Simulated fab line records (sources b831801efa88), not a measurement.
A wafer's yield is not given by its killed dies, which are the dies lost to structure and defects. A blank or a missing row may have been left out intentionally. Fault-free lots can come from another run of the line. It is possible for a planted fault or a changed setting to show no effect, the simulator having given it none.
fab line records :: flow sky130
[record]
  lots = 12
  wafers = 36
  lastDay = 50
route steps=708 shown VIA4@651 METAL5@665 PAD_OPEN@703
lots with no fault: from the same line, run without faults
startH: hours from the record's first day to the start of the lot's first wafer shown :: waitH: how many hours have passed since the lot's step before this one :: " as in the row above :: L1.1+2: several wafers, shown together as one row :: - no value, or no start was given :: * or withheld: withheld :: < > ~ a bound
route shown NAME@n: names a module that has steps shown in the file, with the first one's number in the route :: usual: the fault-free wafers' mean and standard deviation :: same: alike in all rows :: chamber/n: place in a boat :: sites: per-site readings :: _std_site: standard deviation across them :: _edge_site: the outer-site mean with the inner-site mean subtracted :: radiusMm: for every site, how far away it sits from the centre of the wafer :: mask NAME#n: copy n :: behind: the most recent tool/chamber to have shaped the wafer :: hold: why the lot went on hold/how many hours it stayed there/how the hold came to an end :: device: names the non-switching transistor (n, p or np) :: end of line: the route-end tests of the same wafers :: a step without rows: its recipe alone :: killed: dies that structure and defects cost at the first sort, which is not the same as the wafer's yield :: map: a wafer's dies, marking killed ones x, the rest . and places with no die _
set.NAME: the run value of the setting; set.NAME@STEP: its run value at that earlier step :: model.NAME: the simulator's own value behind a step, which no gauge read
route steps across a sampled set of lots; one table per step, one row per wafer
services: a tool's chamber out of use, with start hour (startH, from the record's first day; less than 0 if before it), hours out, and reason
[[steps]]
[step SKY_VIA4_ETCH_12]
[recipe]
  target = SiO2
  chemistry = C4F8/O2/Ar
  stopOn = TiN
  maskMaterial = NOVOLAK
  sourceW = 1500
  biasW = 1200
  pressureMtorr = 40
  c4f8FlowSccm = withheld
  O2_flow_sccm = 6
  Ar_flow_sccm = 300
  timeS = withheld
  targetDepthA = 5800
[usual]
  biasW = 1200/3.6
  oesProductAu = 0.925/0.0048
lot.wafer: L841.2
tool: rieDiel-04
chamber: 3
startH: 1011.08
waitH: 0.0
biasW: 1200
oesProductAu: 0.920

lot.wafer: L841.3
tool: rieDiel-04
chamber: 0
startH: 1011.08
waitH: 0.0
biasW: 1197
oesProductAu: 0.929

lot.wafer: L841.6
tool: rieDiel-04
chamber: 3
startH: 1011.08
waitH: 0.0
biasW: 1202
oesProductAu: 0.929

lot.wafer: L847.2
tool: rieDiel-04
chamber: 1
startH: 1050.50
waitH: 0.0
biasW: 1200
oesProductAu: 0.923

lot.wafer: L847.4
tool: rieDiel-04
chamber: 0
startH: 1050.50
waitH: 0.0
biasW: 1202
oesProductAu: 0.923

lot.wafer: L847.5
tool: rieDiel-04
chamber: 1
startH: 1050.50
waitH: 0.0
biasW: 1198
oesProductAu: 0.923

lot.wafer: L846.3
tool: rieDiel-01
chamber: 1
startH: 1053.63
waitH: 0.0
biasW: 1203
oesProductAu: 0.918

lot.wafer: L846.4
tool: rieDiel-01
chamber: 2
startH: 1053.63
waitH: 0.0
biasW: 1197
oesProductAu: 0.931

lot.wafer: L846.5
tool: rieDiel-01
chamber: 2
startH: 1053.63
waitH: 0.0
biasW: 1198
oesProductAu: 0.919

lot.wafer: L848.3
tool: rieDiel-01
chamber: 1
startH: 1059.20
waitH: 0.0
biasW: 1200
oesProductAu: 0.929

lot.wafer: L848.4
tool: rieDiel-01
chamber: 3
startH: 1059.20
waitH: 0.0
biasW: 1201
oesProductAu: 0.928

lot.wafer: L848.6
tool: rieDiel-01
chamber: 3
startH: 1059.20
waitH: 0.0
biasW: 1200
oesProductAu: 0.928

lot.wafer: L852.2
tool: rieDiel-01
chamber: 3
startH: 1085.63
waitH: 0.0
biasW: 1193
oesProductAu: 0.932

lot.wafer: L852.4
tool: rieDiel-01
chamber: 2
startH: 1085.63
waitH: 0.0
biasW: 1200
oesProductAu: 0.928

lot.wafer: L852.5
tool: rieDiel-01
chamber: 2
startH: 1085.63
waitH: 0.0
biasW: 1199
oesProductAu: 0.928

lot.wafer: L854.1
tool: rieDiel-02
chamber: 0
startH: 1101.15
waitH: 0.0
biasW: 1200
oesProductAu: 0.920

lot.wafer: L854.3
tool: rieDiel-02
chamber: 3
startH: 1101.15
waitH: 0.0
biasW: 1201
oesProductAu: 0.928

lot.wafer: L854.5
tool: rieDiel-02
chamber: 1
startH: 1101.15
waitH: 0.0
biasW: 1200
oesProductAu: 0.923

lot.wafer: L856.3
tool: rieDiel-01
chamber: 0
startH: 1110.23
waitH: 0.0
biasW: 1196
oesProductAu: 0.926

lot.wafer: L856.4
tool: rieDiel-01
chamber: 2
startH: 1110.23
waitH: 0.0
biasW: 1196
oesProductAu: 0.930

lot.wafer: L856.5
tool: rieDiel-01
chamber: 0
startH: 1110.23
waitH: 0.0
biasW: 1197
oesProductAu: 0.926

lot.wafer: L857.4
tool: rieDiel-04
chamber: 3
startH: 1112.85
waitH: 0.0
biasW: 1196
oesProductAu: 0.922

lot.wafer: L857.5
tool: rieDiel-04
chamber: 3
startH: 1112.85
waitH: 0.0
biasW: 1194
oesProductAu: 0.921

lot.wafer: L857.6
tool: rieDiel-04
chamber: 2
startH: 1112.85
waitH: 0.0
biasW: 1201
oesProductAu: 0.914

lot.wafer: L859.1
tool: rieDiel-04
chamber: 2
startH: 1120.85
waitH: 0.0
biasW: 1197
oesProductAu: 0.922

lot.wafer: L859.4
tool: rieDiel-04
chamber: 0
startH: 1120.85
waitH: 0.0
biasW: 1206
oesProductAu: 0.928

lot.wafer: L859.5
tool: rieDiel-04
chamber: 0
startH: 1120.85
waitH: 0.0
biasW: 1207
oesProductAu: 0.920

lot.wafer: L860.3
tool: rieDiel-01
chamber: 2
startH: 1122.55
waitH: 0.0
biasW: 1196
oesProductAu: 0.926

lot.wafer: L860.5
tool: rieDiel-01
chamber: 2
startH: 1122.55
waitH: 0.0
biasW: 1203
oesProductAu: 0.923

lot.wafer: L860.6
tool: rieDiel-01
chamber: 1
startH: 1122.55
waitH: 0.0
biasW: 1200
oesProductAu: 0.928

lot.wafer: L862.1
tool: rieDiel-02
chamber: 1
startH: 1131.75
waitH: 0.0
biasW: 1201
oesProductAu: 0.918

lot.wafer: L862.3
tool: rieDiel-02
chamber: 3
startH: 1131.75
waitH: 0.0
biasW: 1201
oesProductAu: 0.935

lot.wafer: L862.4
tool: rieDiel-02
chamber: 2
startH: 1131.75
waitH: 0.0
biasW: 1203
oesProductAu: 0.927

lot.wafer: L863.1
tool: rieDiel-02
chamber: 0
startH: 1140.25
waitH: 0.0
biasW: 1205
oesProductAu: 0.924

lot.wafer: L863.2
tool: rieDiel-02
chamber: 2
startH: 1140.25
waitH: 0.0
biasW: 1199
oesProductAu: 0.920

lot.wafer: L863.3
tool: rieDiel-02
chamber: 3
startH: 1140.25
waitH: 0.0
biasW: 1206
oesProductAu: 0.921
[step SKY_METAL5_SPUTTER_04]
[recipe]
  material = TiN
  targetThkNm = 70
  powerW = 6500
  timeS = 58.3
  chamberPressurePa = 0.4
[usual]
  throttleValvePct = 30.3/0.98
lot.wafer: L841.2
tool: pvdSputter-03
chamber: -
startH: 1012.56
waitH: 0.0
throttleValvePct: 29.9

lot.wafer: L841.3
tool: pvdSputter-03
chamber: -
startH: 1012.56
waitH: 0.0
throttleValvePct: 31.4

lot.wafer: L841.6
tool: pvdSputter-03
chamber: -
startH: 1012.56
waitH: 0.0
throttleValvePct: 31.0

lot.wafer: L847.2
tool: pvdSputter-01
chamber: -
startH: 1052.49
waitH: 0.0
throttleValvePct: 29.7

lot.wafer: L847.4
tool: pvdSputter-01
chamber: -
startH: 1052.49
waitH: 0.0
throttleValvePct: 29.9

lot.wafer: L847.5
tool: pvdSputter-01
chamber: -
startH: 1052.49
waitH: 0.0
throttleValvePct: 30.4

lot.wafer: L846.3
tool: pvdSputter-03
chamber: -
startH: 1055.10
waitH: 0.0
throttleValvePct: 31.1

lot.wafer: L846.4
tool: pvdSputter-03
chamber: -
startH: 1055.10
waitH: 0.0
throttleValvePct: 31.5

lot.wafer: L846.5
tool: pvdSputter-03
chamber: -
startH: 1055.10
waitH: 0.0
throttleValvePct: 28.6

lot.wafer: L848.3
tool: pvdSputter-03
chamber: -
startH: 1060.71
waitH: 0.0
throttleValvePct: 29.7

lot.wafer: L848.4
tool: pvdSputter-03
chamber: -
startH: 1060.71
waitH: 0.0
throttleValvePct: 31.2

lot.wafer: L848.6
tool: pvdSputter-03
chamber: -
startH: 1060.71
waitH: 0.0
throttleValvePct: 31.5

lot.wafer: L852.2
tool: pvdSputter-04
chamber: -
startH: 1087.41
waitH: 0.0
throttleValvePct: 30.2

lot.wafer: L852.4
tool: pvdSputter-04
chamber: -
startH: 1087.41
waitH: 0.0
throttleValvePct: 31.2

lot.wafer: L852.5
tool: pvdSputter-04
chamber: -
startH: 1087.41
waitH: 0.0
throttleValvePct: 30.3

lot.wafer: L854.1
tool: pvdSputter-01
chamber: -
startH: 1102.63
waitH: 0.0
throttleValvePct: 29.7

lot.wafer: L854.3
tool: pvdSputter-01
chamber: -
startH: 1102.63
waitH: 0.0
throttleValvePct: 29.6

lot.wafer: L854.5
tool: pvdSputter-01
chamber: -
startH: 1102.63
waitH: 0.0
throttleValvePct: 29.9

lot.wafer: L856.3
tool: pvdSputter-03
chamber: -
startH: 1111.70
waitH: 0.0
throttleValvePct: 31.2

lot.wafer: L856.4
tool: pvdSputter-03
chamber: -
startH: 1111.70
waitH: 0.0
throttleValvePct: 29.9

lot.wafer: L856.5
tool: pvdSputter-03
chamber: -
startH: 1111.70
waitH: 0.0
throttleValvePct: 31.2

lot.wafer: L857.4
tool: pvdSputter-03
chamber: -
startH: 1114.37
waitH: 0.0
throttleValvePct: 31.2

lot.wafer: L857.5
tool: pvdSputter-03
chamber: -
startH: 1114.37
waitH: 0.0
throttleValvePct: 28.4

lot.wafer: L857.6
tool: pvdSputter-03
chamber: -
startH: 1114.37
waitH: 0.0
throttleValvePct: 31.4

lot.wafer: L859.1
tool: pvdSputter-04
chamber: -
startH: 1122.42
waitH: 0.0
throttleValvePct: 30.2

lot.wafer: L859.4
tool: pvdSputter-04
chamber: -
startH: 1122.42
waitH: 0.0
throttleValvePct: 32.3

lot.wafer: L859.5
tool: pvdSputter-04
chamber: -
startH: 1122.42
waitH: 0.0
throttleValvePct: 30.2

lot.wafer: L860.3
tool: pvdSputter-04
chamber: -
startH: 1124.07
waitH: 0.0
throttleValvePct: 30.2

lot.wafer: L860.5
tool: pvdSputter-04
chamber: -
startH: 1124.07
waitH: 0.0
throttleValvePct: 32.5

lot.wafer: L860.6
tool: pvdSputter-04
chamber: -
startH: 1124.07
waitH: 0.0
throttleValvePct: 30.4

lot.wafer: L862.1
tool: pvdSputter-01
chamber: -
startH: 1133.61
waitH: 0.0
throttleValvePct: 29.8

lot.wafer: L862.3
tool: pvdSputter-01
chamber: -
startH: 1133.61
waitH: 0.0
throttleValvePct: 30.3

lot.wafer: L862.4
tool: pvdSputter-01
chamber: -
startH: 1133.61
waitH: 0.0
throttleValvePct: 29.0

lot.wafer: L863.1
tool: pvdSputter-04
chamber: -
startH: 1141.94
waitH: 0.0
throttleValvePct: 30.4

lot.wafer: L863.2
tool: pvdSputter-04
chamber: -
startH: 1141.94
waitH: 0.0
throttleValvePct: 30.2

lot.wafer: L863.3
tool: pvdSputter-04
chamber: -
startH: 1141.94
waitH: 0.0
throttleValvePct: 32.1
[step SKY_PAD_OPEN_STRIP_09]
[recipe]
  chemistry = postEtchResidueRemover
  timeS = 1200
  tempC = 72.5
[usual]
  bathGuardTempC = 72.9/0.72
  bathHeatDutyPct = 15.0/1.6
lot.wafer: L841.2
tool: wetBench-02
chamber: 1
startH: 1081.67
waitH: 0.1
bathGuardTempC: 72.9
bathHeatDutyPct: 15.8

lot.wafer: L841.3
tool: wetBench-02
chamber: 1
startH: 1081.67
waitH: 0.1
bathGuardTempC: 72.6
bathHeatDutyPct: 15.9

lot.wafer: L841.6
tool: wetBench-02
chamber: 1
startH: 1081.67
waitH: 0.1
bathGuardTempC: 72.5
bathHeatDutyPct: 15.8

lot.wafer: L847.2
tool: wetBench-04
chamber: 2
startH: 1116.22
waitH: 0.1
bathGuardTempC: 72.5
bathHeatDutyPct: 13.3

lot.wafer: L847.4
tool: wetBench-04
chamber: 2
startH: 1116.22
waitH: 0.1
bathGuardTempC: 72.4
bathHeatDutyPct: 12.0

lot.wafer: L847.5
tool: wetBench-04
chamber: 2
startH: 1116.22
waitH: 0.1
bathGuardTempC: 72.5
bathHeatDutyPct: 13.1

lot.wafer: L846.3
tool: wetBench-02
chamber: 1
startH: 1119.02
waitH: 0.0
bathGuardTempC: 73.0
bathHeatDutyPct: 16.2

lot.wafer: L846.4
tool: wetBench-02
chamber: 1
startH: 1119.02
waitH: 0.0
bathGuardTempC: 72.8
bathHeatDutyPct: 16.5

lot.wafer: L846.5
tool: wetBench-02
chamber: 1
startH: 1119.02
waitH: 0.0
bathGuardTempC: 72.8
bathHeatDutyPct: 16.5

lot.wafer: L848.3
tool: wetBench-04
chamber: 1
startH: 1123.07
waitH: 0.0
bathGuardTempC: 71.9
bathHeatDutyPct: 15.2

lot.wafer: L848.4
tool: wetBench-04
chamber: 1
startH: 1123.07
waitH: 0.0
bathGuardTempC: 72.1
bathHeatDutyPct: 13.2

lot.wafer: L848.6
tool: wetBench-04
chamber: 1
startH: 1123.07
waitH: 0.0
bathGuardTempC: 71.9
bathHeatDutyPct: 15.6

lot.wafer: L852.2
tool: wetBench-02
chamber: 3
startH: 1146.57
waitH: 0.1
bathGuardTempC: 73.0
bathHeatDutyPct: 17.0

lot.wafer: L852.4
tool: wetBench-02
chamber: 3
startH: 1146.57
waitH: 0.1
bathGuardTempC: 73.4
bathHeatDutyPct: 18.0

lot.wafer: L852.5
tool: wetBench-02
chamber: 3
startH: 1146.57
waitH: 0.1
bathGuardTempC: 73.3
bathHeatDutyPct: 16.9

lot.wafer: L854.1
tool: wetBench-01
chamber: 2
startH: 1160.77
waitH: 0.1
bathGuardTempC: 74.2
bathHeatDutyPct: 14.4

lot.wafer: L854.3
tool: wetBench-01
chamber: 2
startH: 1160.77
waitH: 0.1
bathGuardTempC: 74.3
bathHeatDutyPct: 15.6

lot.wafer: L854.5
tool: wetBench-01
chamber: 2
startH: 1160.77
waitH: 0.1
bathGuardTempC: 73.9
bathHeatDutyPct: 15.5

lot.wafer: L856.3
tool: wetBench-04
chamber: 1
startH: 1168.46
waitH: 0.1
bathGuardTempC: -
bathHeatDutyPct: -

lot.wafer: L856.4
tool: wetBench-04
chamber: 1
startH: 1168.46
waitH: 0.1
bathGuardTempC: -
bathHeatDutyPct: -

lot.wafer: L856.5
tool: wetBench-04
chamber: 1
startH: 1168.46
waitH: 0.1
bathGuardTempC: -
bathHeatDutyPct: -

lot.wafer: L857.4
tool: wetBench-04
chamber: 0
startH: 1172.07
waitH: 0.0
bathGuardTempC: -
bathHeatDutyPct: -

lot.wafer: L857.5
tool: wetBench-04
chamber: 0
startH: 1172.07
waitH: 0.0
bathGuardTempC: -
bathHeatDutyPct: -

lot.wafer: L857.6
tool: wetBench-04
chamber: 0
startH: 1172.07
waitH: 0.0
bathGuardTempC: -
bathHeatDutyPct: -

lot.wafer: L859.1
tool: wetBench-01
chamber: 2
startH: 1176.92
waitH: 0.1
bathGuardTempC: 74.7
bathHeatDutyPct: 13.9

lot.wafer: L859.4
tool: wetBench-01
chamber: 2
startH: 1176.92
waitH: 0.1
bathGuardTempC: 73.9
bathHeatDutyPct: 14.7

lot.wafer: L859.5
tool: wetBench-01
chamber: 2
startH: 1176.92
waitH: 0.1
bathGuardTempC: 73.9
bathHeatDutyPct: 16.2

lot.wafer: L860.3
tool: wetBench-02
chamber: 3
startH: 1179.52
waitH: 0.0
bathGuardTempC: 73.0
bathHeatDutyPct: 18.0

lot.wafer: L860.5
tool: wetBench-02
chamber: 3
startH: 1179.52
waitH: 0.0
bathGuardTempC: 73.0
bathHeatDutyPct: 18.2

lot.wafer: L860.6
tool: wetBench-02
chamber: 3
startH: 1179.52
waitH: 0.0
bathGuardTempC: 73.3
bathHeatDutyPct: 18.9

lot.wafer: L862.1
tool: wetBench-01
chamber: 2
startH: 1187.22
waitH: 0.1
bathGuardTempC: 74.1
bathHeatDutyPct: 15.9

lot.wafer: L862.3
tool: wetBench-01
chamber: 2
startH: 1187.22
waitH: 0.1
bathGuardTempC: 74.1
bathHeatDutyPct: 16.0

lot.wafer: L862.4
tool: wetBench-01
chamber: 2
startH: 1187.22
waitH: 0.1
bathGuardTempC: 74.0
bathHeatDutyPct: 16.8

lot.wafer: L863.1
tool: wetBench-04
chamber: 1
startH: 1194.92
waitH: 0.1
bathGuardTempC: 71.7
bathHeatDutyPct: 15.7

lot.wafer: L863.2
tool: wetBench-04
chamber: 1
startH: 1194.92
waitH: 0.1
bathGuardTempC: 71.7
bathHeatDutyPct: 15.6

lot.wafer: L863.3
tool: wetBench-04
chamber: 1
startH: 1194.92
waitH: 0.1
bathGuardTempC: 71.5
bathHeatDutyPct: 14.1
[step SKY_PAD_OPEN_BOW_MEAS_13]
[recipe]
  mode = bow
[usual]
  PAD_OPEN_BOW = 44/8.2
lot.wafer: L841.2
tool: filmMetro-04
chamber: -
startH: 1083.68
waitH: -
PAD_OPEN_BOW[um]: 46

lot.wafer: L841.3
tool: filmMetro-04
chamber: -
startH: 1083.68
waitH: -
PAD_OPEN_BOW[um]: 41

lot.wafer: L841.6
tool: filmMetro-04
chamber: -
startH: 1083.68
waitH: -
PAD_OPEN_BOW[um]: 49

lot.wafer: L847.2
tool: filmMetro-03
chamber: -
startH: 1118.25
waitH: -
PAD_OPEN_BOW[um]: 46

lot.wafer: L847.4
tool: filmMetro-03
chamber: -
startH: 1118.25
waitH: -
PAD_OPEN_BOW[um]: 33

lot.wafer: L847.5
tool: filmMetro-03
chamber: -
startH: 1118.25
waitH: -
PAD_OPEN_BOW[um]: 41

lot.wafer: L846.3
tool: filmMetro-01
chamber: -
startH: 1121.07
waitH: -
PAD_OPEN_BOW[um]: 33

lot.wafer: L846.4
tool: filmMetro-01
chamber: -
startH: 1121.07
waitH: -
PAD_OPEN_BOW[um]: 43

lot.wafer: L846.5
tool: filmMetro-01
chamber: -
startH: 1121.07
waitH: -
PAD_OPEN_BOW[um]: 33

lot.wafer: L848.3
tool: filmMetro-03
chamber: -
startH: 1125.15
waitH: -
PAD_OPEN_BOW[um]: 48

lot.wafer: L848.4
tool: filmMetro-03
chamber: -
startH: 1125.15
waitH: -
PAD_OPEN_BOW[um]: 44

lot.wafer: L848.6
tool: filmMetro-03
chamber: -
startH: 1125.15
waitH: -
PAD_OPEN_BOW[um]: 43

lot.wafer: L852.2
tool: filmMetro-01
chamber: -
startH: 1148.63
waitH: -
PAD_OPEN_BOW[um]: 52

lot.wafer: L852.4
tool: filmMetro-01
chamber: -
startH: 1148.63
waitH: -
PAD_OPEN_BOW[um]: 38

lot.wafer: L852.5
tool: filmMetro-01
chamber: -
startH: 1148.63
waitH: -
PAD_OPEN_BOW[um]: 43

lot.wafer: L854.1
tool: filmMetro-03
chamber: -
startH: 1162.76
waitH: -
PAD_OPEN_BOW[um]: 37

lot.wafer: L854.3
tool: filmMetro-03
chamber: -
startH: 1162.76
waitH: -
PAD_OPEN_BOW[um]: 44

lot.wafer: L854.5
tool: filmMetro-03
chamber: -
startH: 1162.76
waitH: -
PAD_OPEN_BOW[um]: 40

lot.wafer: L856.3
tool: filmMetro-03
chamber: -
startH: 1170.49
waitH: -
PAD_OPEN_BOW[um]: 57

lot.wafer: L856.4
tool: filmMetro-03
chamber: -
startH: 1170.49
waitH: -
PAD_OPEN_BOW[um]: 38

lot.wafer: L856.5
tool: filmMetro-03
chamber: -
startH: 1170.49
waitH: -
PAD_OPEN_BOW[um]: 48

lot.wafer: L857.4
tool: filmMetro-01
chamber: -
startH: 1174.13
waitH: -
PAD_OPEN_BOW[um]: 49

lot.wafer: L857.5
tool: filmMetro-01
chamber: -
startH: 1174.13
waitH: -
PAD_OPEN_BOW[um]: 42

lot.wafer: L857.6
tool: filmMetro-01
chamber: -
startH: 1174.13
waitH: -
PAD_OPEN_BOW[um]: 47

lot.wafer: L859.1
tool: filmMetro-03
chamber: -
startH: 1179.18
waitH: -
PAD_OPEN_BOW[um]: 60

lot.wafer: L859.4
tool: filmMetro-03
chamber: -
startH: 1179.18
waitH: -
PAD_OPEN_BOW[um]: 52

lot.wafer: L859.5
tool: filmMetro-03
chamber: -
startH: 1179.18
waitH: -
PAD_OPEN_BOW[um]: 76

lot.wafer: L860.3
tool: filmMetro-01
chamber: -
startH: 1181.58
waitH: -
PAD_OPEN_BOW[um]: 38

lot.wafer: L860.5
tool: filmMetro-01
chamber: -
startH: 1181.58
waitH: -
PAD_OPEN_BOW[um]: 44

lot.wafer: L860.6
tool: filmMetro-01
chamber: -
startH: 1181.58
waitH: -
PAD_OPEN_BOW[um]: 45

lot.wafer: L862.1
tool: filmMetro-03
chamber: -
startH: 1189.22
waitH: -
PAD_OPEN_BOW[um]: 47

lot.wafer: L862.3
tool: filmMetro-03
chamber: -
startH: 1189.22
waitH: -
PAD_OPEN_BOW[um]: 45

lot.wafer: L862.4
tool: filmMetro-03
chamber: -
startH: 1189.22
waitH: -
PAD_OPEN_BOW[um]: 59

lot.wafer: L863.1
tool: filmMetro-03
chamber: -
startH: 1196.91
waitH: -
PAD_OPEN_BOW[um]: 41

lot.wafer: L863.2
tool: filmMetro-03
chamber: -
startH: 1196.91
waitH: -
PAD_OPEN_BOW[um]: 43

lot.wafer: L863.3
tool: filmMetro-03
chamber: -
startH: 1196.91
waitH: -
PAD_OPEN_BOW[um]: 29
[step SKY_PAD_OPEN_PROBE_99]
[usual]
  defectLimitedYield = 82.5/2
  killed_at_M0_to_M3 = 43/7.6
  killed_at_M4_up = 2.8/1.9
  killedAtContacts = 24/4.7
  killedAtFrontEnd = 16/4.4
  killedAtOther = 0.2/0.4
  killedDies = 86/9.9
  killedOpen = 47/8.2
  killedShort = 39/6.3
  sort_bin_3_pad_short = 0.8/0.42
  sort_bin_5_function = 10.4/1.5
  sort_bin_6_memory = 6.2/1.2
  sortNPass = 406/9.9
  sortYieldPct = 82.5/2
[same]
  grossDies = 492
  killedAtBackSide = 0
  sort_bin_4_leakage[%] = 0
  sort_bin_8_speed[%] = 0
lot.wafer: L852.2
tool: prober-01
chamber: -
startH: 1148.78
waitH: 0.1
defectLimitedYield[%]: 78.5
killed_at_M0_to_M3: 55
killed_at_M4_up: 1
killedAtContacts: 26
killedAtFrontEnd: 24
killedAtOther: 0
killedDies: 106
killedOpen: 59
killedShort: 47
sort_bin_3_pad_short[%]: 1.4
sort_bin_5_function[%]: 11.8
sort_bin_6_memory[%]: 8.3
sortNPass: 386
sortYieldPct[%]: 78.5

lot.wafer: L852.4
tool: prober-01
chamber: -
startH: 1148.88
waitH: 0.2
defectLimitedYield[%]: 85.6
killed_at_M0_to_M3: 31
killed_at_M4_up: 5
killedAtContacts: 14
killedAtFrontEnd: 21
killedAtOther: 0
killedDies: 71
killedOpen: 37
killedShort: 34
sort_bin_3_pad_short[%]: 1.4
sort_bin_5_function[%]: 6.9
sort_bin_6_memory[%]: 6.1
sortNPass: 421
sortYieldPct[%]: 85.6

lot.wafer: L852.5
tool: prober-01
chamber: -
startH: 1148.93
waitH: 0.2
defectLimitedYield[%]: 84.1
killed_at_M0_to_M3: 38
killed_at_M4_up: 4
killedAtContacts: 24
killedAtFrontEnd: 11
killedAtOther: 1
killedDies: 78
killedOpen: 39
killedShort: 39
sort_bin_3_pad_short[%]: 1.0
sort_bin_5_function[%]: 8.5
sort_bin_6_memory[%]: 6.3
sortNPass: 414
sortYieldPct[%]: 84.1

lot.wafer: L854.1
tool: prober-01
chamber: -
startH: 1162.88
waitH: 0.1
defectLimitedYield[%]: 83.1
killed_at_M0_to_M3: 35
killed_at_M4_up: 3
killedAtContacts: 27
killedAtFrontEnd: 18
killedAtOther: 0
killedDies: 83
killedOpen: 44
killedShort: 39
sort_bin_3_pad_short[%]: 0.4
sort_bin_5_function[%]: 10.8
sort_bin_6_memory[%]: 5.7
sortNPass: 409
sortYieldPct[%]: 83.1

lot.wafer: L854.3
tool: prober-01
chamber: -
startH: 1162.98
waitH: 0.2
defectLimitedYield[%]: 81.7
killed_at_M0_to_M3: 46
killed_at_M4_up: 2
killedAtContacts: 21
killedAtFrontEnd: 21
killedAtOther: 0
killedDies: 90
killedOpen: 46
killedShort: 44
sort_bin_3_pad_short[%]: 1.2
sort_bin_5_function[%]: 11.8
sort_bin_6_memory[%]: 5.3
sortNPass: 402
sortYieldPct[%]: 81.7

lot.wafer: L854.5
tool: prober-01
chamber: -
startH: 1163.08
waitH: 0.2
defectLimitedYield[%]: 81.3
killed_at_M0_to_M3: 53
killed_at_M4_up: 4
killedAtContacts: 17
killedAtFrontEnd: 18
killedAtOther: 0
killedDies: 92
killedOpen: 46
killedShort: 46
sort_bin_3_pad_short[%]: 0.2
sort_bin_5_function[%]: 11.8
sort_bin_6_memory[%]: 6.7
sortNPass: 400
sortYieldPct[%]: 81.3
// killed by level:class
L852.2 CONTACT:geometricParticle:open=16 FIELD_ISO:geometricParticle:open=9 METAL2:geometricParticle:short=9 VIA3:geometricParticle:short=7 VIA1:geometricParticle:open=6 VIA2:geometricParticle:short=6 VIA1:geometricParticle:short=5 POLY_GATE:geometricParticle:open=4
L852.4 FIELD_ISO:geometricParticle:short=7 VIA1:geometricParticle:open=7 METAL2:geometricParticle:short=7 FIELD_ISO:geometricParticle:open=5 LI_CONTACT:geometricParticle:open=5 VIA3:geometricParticle:open=5 METAL4:geometricParticle:short=5 POLY_GATE:geometricParticle:short=4
L852.5 CONTACT:geometricParticle:open=11 METAL1:geometricParticle:short=8 VIA1:geometricParticle:open=6 CONTACT:geometricParticle:short=5 VIA3:geometricParticle:short=5 VIA3:geometricParticle:open=4 METAL3:geometricParticle:short=4 FIELD_ISO:geometricParticle:short=3
L854.1 CONTACT:geometricParticle:open=9 LI_CONTACT:geometricParticle:open=7 METAL2:geometricParticle:short=7 FIELD_ISO:geometricParticle:short=6 VIA2:geometricParticle:open=6 LOCAL_INTERCONNECT:geometricParticle:open=5 METAL1:geometricParticle:short=5 FIELD_ISO:geometricParticle:open=3
L854.3 VIA1:geometricParticle:open=11 CONTACT:geometricParticle:open=8 VIA2:geometricParticle:open=6 VIA3:geometricParticle:open=6 FIELD_ISO:geometricParticle:open=5 POLY_GATE:geometricParticle:short=5 METAL1:geometricParticle:short=5 CONTACT:geometricParticle:short=5
L854.5 VIA1:geometricParticle:open=12 METAL2:geometricParticle:short=10 FIELD_ISO:geometricParticle:open=7 VIA2:geometricParticle:open=7 METAL1:geometricParticle:short=7 VIA3:geometricParticle:open=6 LI_CONTACT:geometricParticle:open=5 CONTACT:geometricParticle:open=5
[[services]]
tool: pvdSputter-01
chamber: -
startH: 988.23
hours: 4.8
kind: repair

tool: rieDiel-02
chamber: -
startH: 994.70
hours: 0.5
kind: repair

tool: rieDiel-01
chamber: -
startH: 996.84
hours: 0.4
kind: repair

tool: pvdSputter-01
chamber: -
startH: 1020.37
hours: 0.7
kind: repair

tool: pvdSputter-03
chamber: -
startH: 1043.48
hours: 3.4
kind: repair

tool: pvdSputter-04
chamber: -
startH: 1045.50
hours: 29.4
kind: repair

tool: rieDiel-01
chamber: 2
startH: 1099.52
hours: 9.9
kind: repair

tool: pvdSputter-01
chamber: -
startH: 1112.09
hours: 0.7
kind: repair

tool: rieDiel-04
chamber: 1
startH: 1140.18
hours: 8.6
kind: repair

tool: rieDiel-02
chamber: 2
startH: 1140.81
hours: 2.5
kind: repair

tool: rieDiel-04
chamber: 0
startH: 1145.42
hours: 4.0
kind: repair

tool: rieDiel-04
chamber: -
startH: 1171.57
hours: 14.6
kind: pm

tool: rieDiel-02
chamber: 2
startH: 1180.47
hours: -
kind: clean

tool: rieDiel-02
chamber: 2
startH: 1180.47
hours: -
kind: consumableReplace:focusRing

tool: rieDiel-02
chamber: 2
startH: 1180.47
hours: 15.0
kind: scheduledDown

tool: rieDiel-02
chamber: 2
startH: 1180.47
hours: 15.0
kind: ventCycle

tool: wetBench-04
chamber: -
startH: 1186.39
hours: 1.7
kind: repair

tool: rieDiel-01
chamber: 2
startH: 1188.97
hours: 5.4
kind: repair

tool: rieDiel-04
chamber: 0
startH: 1189.29
hours: 5.7
kind: repair
[[key]]
[firstSign]
  step = SKY_PAD_OPEN_STRIP_09
  reading = toolRecord
  direction = missing
effect none on later readings
metAt SKY_PAD_OPEN_STRIP_09
struckLots L856,L857
notActingAt SKY_VIA4_ETCH_12,SKY_METAL5_SPUTTER_04,SKY_PAD_OPEN_BOW_MEAS_13
onsetBetween 1123.07 1168.46
[fault]
  kind = skippedStepWhole
  tool = wetBench-04
  chamber = -
  onsetH = 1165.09
  steps = SKY_PAD_OPEN_STRIP_09
  scope = struckLotsOnly
